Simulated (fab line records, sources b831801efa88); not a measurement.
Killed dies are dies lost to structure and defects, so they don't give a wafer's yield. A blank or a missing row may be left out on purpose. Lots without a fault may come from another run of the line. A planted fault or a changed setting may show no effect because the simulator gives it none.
Problem report in the 8D (eight disciplines) form, filled by code | flow gf180mcu | the parts of the form that need people (team, actions taken, sign-off) are left out

1. THE PROBLEM
run_length_s at GF_STI_WET_ETCH_26 reads a mean of 152 s on 3 wafers of 1 lot; wafers without a fault read 216 s with a standard deviation of 3.3. That is -19 standard deviations from the usual mean.
The step: etches SiO2 in dHF, target depth 94 nm, time 188 s.
First seen on wafer L959.2, day 5 18:49, on wet_bench-01. The record holds 39 wafers of 13 lots with a number at this step. Rule for "out", or "out of limits": more than 4 standard deviations from the usual mean. The other wafers with a number count as sound.

2. WHAT IT IS AND WHAT IT IS NOT
question                    | is                     | is not
which readings at this step | run_length_s           | -
which lots                  | L959                   | L942, L944, L945, L946, L948, L949, L950, L952, L953, L956, L957, L963
which wafers of those lots  | all that have a number | -
read on which tools         | wet_bench-01           | wet_bench-02, wet_bench-03
when                        | from day 5 18:49       | up to then (33 sound wafers); but 3 sound wafers of L963 came after

3. SUSPECTS, AND WHAT RULES EACH OUT
Counting: a tool at a process step up to the reading stays a suspect if it ran every lot that is out and no sound lot after the first of them.
- wet_bench-01 at GF_STI_WET_ETCH_26 (etches SiO2 in dHF, target depth 94 nm, time 188 s): kept. It ran the lot that is out, L959 (day 5 18:49), and no sound lot after that; its last sound lot up to then is L949 (day 3 16:00). Its own readings are out on those wafers: run_length_s.
Left after counting: wet_bench-01 at GF_STI_WET_ETCH_26.

4. THE CAUSE (what the simulator had put in)
Process parameter drift: wet_bench-01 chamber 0, from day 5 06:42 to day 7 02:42, at GF_STI_WET_ETCH_26. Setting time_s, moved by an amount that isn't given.
Counting left only this tool.

5. THE CHAIN OF EFFECTS, in route order
Each row: a reading whose mean over the struck wafers that have a number lies more than 3 standard deviations from the usual. Only readings for which the record gives a usual standard deviation are gone through. hours: the time from each lot's start at the first step in this table that gives one to its start at this step, as a median over the lots. sigmas: the change in usual standard deviations.
hours | step               | reading      | usual | on struck wafers | change | sigmas
0     | GF_STI_WET_ETCH_26 | run_length_s | 216 s | 152              | -64    | -19
The process steps in it:
- GF_STI_WET_ETCH_26: etches SiO2 in dHF, target depth 94 nm, time 188 s.
Later measuring or inspecting steps at which every struck wafer that the step has a row for has a number for every such reading, and none has moved that far: GF_LVPWELL_OVL_MEAS_07.

6. WHAT WOULD HAVE CAUGHT IT SOONER
In this record the first reading out of limits was taken at day 5 18:49, 12 hours after the fault began at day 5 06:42.
